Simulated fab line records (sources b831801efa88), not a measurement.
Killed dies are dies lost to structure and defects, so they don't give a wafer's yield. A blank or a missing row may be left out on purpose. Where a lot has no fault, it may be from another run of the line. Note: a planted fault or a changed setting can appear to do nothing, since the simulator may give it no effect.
What tool caused it?	flow sky130	10 lots, 29 wafers sampled, at 2 steps of a route of 708

WHAT EACH GAUGE READ, for each wafer
SKY_VIA4_OVL_MEAS_11.
lot	measured	on	VIA4_OVL (nm)
L706	day 43 15:08	overlay-02	-1.8 -0.9 -1.3
L708	day 45 08:14	overlay-02	0.3 -0.1 -0.4
L710	day 45 11:44	overlay-01	1.5 0.3 0.1
L712	day 46 03:23	overlay-02	-0.3 0.4 -0.1
L713	day 46 05:17	overlay-01	0.5 1.2 1.5
L714	day 46 08:47	overlay-01	-0.2 0.0
L722	day 48 01:23	overlay-02	-0.7 -1.9 -0.8
L724	day 48 05:28	overlay-01	0.0 -0.4 0.7
L726	day 48 21:11	overlay-01	-0.8 -0.9 -1.3
L727	day 49 00:46	overlay-02	0.5 -0.2 0.3

TOOL THAT RAN EACH LOT (tool first, then ch and the chambers of the sampled wafers, then the start)
lot	SKY_SPACER_ETCHBACK_02
L706	rie-diel-04 ch 2,3, day 23 19:41
L708	rie-diel-03 ch 0,1,2, day 25 23:26
L710	rie-diel-03 ch 0,1,2, day 26 07:47
L712	rie-diel-03 ch 1,2, day 26 23:37
L713	rie-diel-03 ch 0,2,3, day 27 05:02
L714	rie-diel-03 ch 2, day 27 09:38
L722	rie-diel-04 ch 0,3, day 29 15:05
L724	rie-diel-04 ch 1,2,3, day 29 23:26
L726	rie-diel-03 ch 0,1,3, day 30 23:00
L727	rie-diel-04 ch 0,2,3, day 31 00:14
- SKY_SPACER_ETCHBACK_02: etches Si3N4 in CH3F/O2, stops on SiO2, time 46.7 s, target depth 45 nm.

THE ANSWER, worked out from the rows above alone
Rule: what is usual is taken from the lots themselves. Put in order of their means at a reading, lots are off if they are a third of the lots or fewer, leave a main group of 4 or more, and stand apart from it by a gap of 3 or more times the standard deviation of the main group's means; of several such gaps the widest counts. The tables above print the reading to a certain number of digits; a main group whose means all agree to those digits is not used. A lot without any number at a reading at which 4 lots or more have one is off too. Where the step has rows for the other lots, those lots are counted as sound.
None of the lots is off at any reading shown; this tells nothing.

WHAT THE SIMULATOR HAD PUT IN
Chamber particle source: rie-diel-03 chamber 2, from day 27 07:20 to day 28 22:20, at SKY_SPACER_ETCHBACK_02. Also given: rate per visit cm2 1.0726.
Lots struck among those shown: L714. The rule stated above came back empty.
